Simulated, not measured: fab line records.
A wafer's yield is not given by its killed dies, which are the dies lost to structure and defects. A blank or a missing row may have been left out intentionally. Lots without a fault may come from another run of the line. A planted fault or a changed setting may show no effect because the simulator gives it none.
Which tool was responsible? | flow gf180mcu | 12 lots, 36 wafers sampled, at 4 steps of a route of 602

== WHAT EACH GAUGE READ, for each wafer ==
GF_DUAL_GATE_THK_MEAS_03. Usual: DUAL_GATE_OXIDATION_00_THK typically reads 10.87 nm, with standard deviation 0.23.
lot  | measured     | on            | DUAL_GATE_OXIDATION_00_THK (nm)     | flag
L990 | day 7 12:26  | film-metro-02 | 11.23 11.33 11.33                   |
L991 | day 8 07:49  | film-metro-03 | 11.15 11.26 11.25                   |
L992 | day 8 15:49  | film-metro-02 | 11.01 10.85 11.11                   |
L993 | day 8 16:07  | film-metro-02 | 10.72 10.77 10.76                   |
L997 | day 9 18:19  | film-metro-02 | 15.32 15.00 15.14 15.30 15.02 15.14 | OFF
L999 | day 10 06:55 | film-metro-02 | 15.20 15.28 15.01 15.21 15.24 14.97 | OFF
L105 | day 11 23:45 | film-metro-02 | 15.45 15.37 15.27 15.41 15.43 15.33 | OFF
L106 | day 12 01:13 | film-metro-03 | 10.85 10.60 10.82                   |
L107 | day 12 17:01 | film-metro-03 | 10.99 10.83 10.96                   |
L110 | day 13 11:52 | film-metro-04 | 10.66 10.66 10.66                   |
L111 | day 13 17:37 | film-metro-04 | 11.21 10.95 10.77                   |
L112 | day 13 18:55 | film-metro-03 | 11.09 10.99 10.86                   |

GF_CONTACT_OVL_MEAS_15. Usual: CONTACT_OVL typically reads -1 nm, with standard deviation 5.4.
lot  | measured     | on         | CONTACT_OVL (nm) | flag
L990 | day 15 17:16 | overlay-02 | 1 -8 -3          |
L991 | day 17 00:29 | overlay-01 | -13 -9 -4        |
L992 | day 17 08:26 | overlay-02 | -3 0 -2          |
L993 | day 17 10:26 | overlay-01 | -3 6 5           |
L997 | day 18 21:15 | overlay-01 | 1 1 -6           |
L999 | day 19 15:47 | overlay-02 | -6 5 -4          |
L105 | day 21 20:02 | overlay-02 | -13 2 -3         |
L106 | day 21 22:13 | overlay-02 | -6 -3 1          |
L107 | day 22 13:35 | overlay-02 | -2 -7 -13        |
L110 | day 23 14:20 | overlay-02 | 5 5 3            |
L111 | day 23 19:44 | overlay-02 | -2 1 4           |
L112 | day 23 23:02 | overlay-02 | 0 4 -5           |

GF_M1_CD_MEAS_14: target cd 230 nm. Usual: cd-nm reads 229.9 nm (standard deviation 1.3).
lot  | measured     | on        | cd-nm (nm)        | flag
L990 | day 16 16:36 | cd-sem-01 | 229.6 230.3 230.4 |
L991 | day 18 01:56 | cd-sem-01 | 230.6 230.9 230.6 |
L992 | day 18 08:59 | cd-sem-02 | 229.8 230.6 229.4 |
L993 | day 18 11:40 | cd-sem-02 | 227.8 229.4 228.9 |
L997 | day 19 22:46 | cd-sem-01 | 228.5 227.5 228.6 |
L999 | day 20 17:40 | cd-sem-02 | 228.3 227.8 227.9 |
L105 | day 22 20:29 | cd-sem-02 | 231.0 230.4 231.3 |
L106 | day 22 22:42 | cd-sem-01 | 228.6 228.1 228.9 |
L107 | day 23 13:40 | cd-sem-02 | 230.9 229.7 231.3 |
L110 | day 24 14:20 | cd-sem-02 | 229.1 228.4 229.8 |
L111 | day 24 18:53 | cd-sem-01 | 231.8 231.8 232.6 |
L112 | day 24 22:29 | cd-sem-02 | 228.8 228.9 227.9 |

== EACH LOT AND THE TOOL THAT RAN IT (in order: tool; ch and the chambers of the sampled wafers; start) ==
lot  | GF_CONTACT_SPUTTER_23
L990 | pvd-sputter-02, day 15 17:48
L991 | pvd-sputter-04, day 17 01:11
L992 | pvd-sputter-04, day 17 09:00
L993 | pvd-sputter-04, day 17 11:01
L997 | pvd-sputter-04, day 18 21:48
L999 | pvd-sputter-04, day 19 16:20
L105 | pvd-sputter-03, day 21 20:35
L106 | pvd-sputter-04, day 21 22:53
L107 | pvd-sputter-02, day 22 14:08
L110 | pvd-sputter-02, day 23 14:56
L111 | pvd-sputter-03, day 23 20:18
L112 | pvd-sputter-02, day 23 23:37
- GF_CONTACT_SPUTTER_23: material TiN, target thk 10 nm, time 40 s.

== AS READ BY THE TOOLS THEMSELVES (means over the sampled wafers that have a number; for cases with no such wafer, the mark the record gives instead) ==
GF_CONTACT_SPUTTER_23. Usual: throttle-valve-pct reads 30.1 % (standard deviation 0.9).
lot  | tool           | throttle-valve-pct (%) | flag
L990 | pvd-sputter-02 | 29.8                   |
L991 | pvd-sputter-04 | 30.0                   |
L992 | pvd-sputter-04 | 30.2                   |
L993 | pvd-sputter-04 | 30.2                   |
L997 | pvd-sputter-04 | 30.5                   |
L999 | pvd-sputter-04 | 30.2                   |
L105 | pvd-sputter-03 | 30.1                   |
L106 | pvd-sputter-04 | 29.7                   |
L107 | pvd-sputter-02 | 31.2                   |
L110 | pvd-sputter-02 | 29.2                   |
L111 | pvd-sputter-03 | 29.6                   |
L112 | pvd-sputter-02 | 30.3                   |

== THE ANSWER, worked out from the rows above alone ==
Rule: a lot counts as off when the mean over its wafers that have a number is more than 3 standard deviations away from the usual mean. Also off: a lot with no number at a reading for which 4 or more lots have one. Where the step has rows for the other lots, those lots are counted as sound. First the gauges in route order, then the tools' own readings, where a lot's mean is used as printed above. The first step at which some lot is off is used, and at that step the reading that is off furthest; a lot without a number counts as furthest.
Off: L997, L999, L105, seen at GF_DUAL_GATE_THK_MEAS_03 (DUAL_GATE_OXIDATION_00_THK).
If a tool, at a process step before that reading, ran all the lots that are off and no sound lot after the first of them, it fits. Those tools and the gauges at GF_DUAL_GATE_THK_MEAS_03 are tried in the same way. One fits: GF_DUAL_GATE_THK_MEAS_03 on film-metro-02. A fault onset in the window from L993 (day 8 16:07, its last sound lot) to L997 (day 9 18:19, its first lot off) fits.

== WHAT THE SIMULATOR HAD PUT IN ==
Metrology matching offset: film-metro-02, from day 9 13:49 on, at GF_DUAL_GATE_THK_MEAS_03. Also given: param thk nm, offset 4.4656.
Shown lots that were struck: L997, L999, L105. The same result came from the rule above.
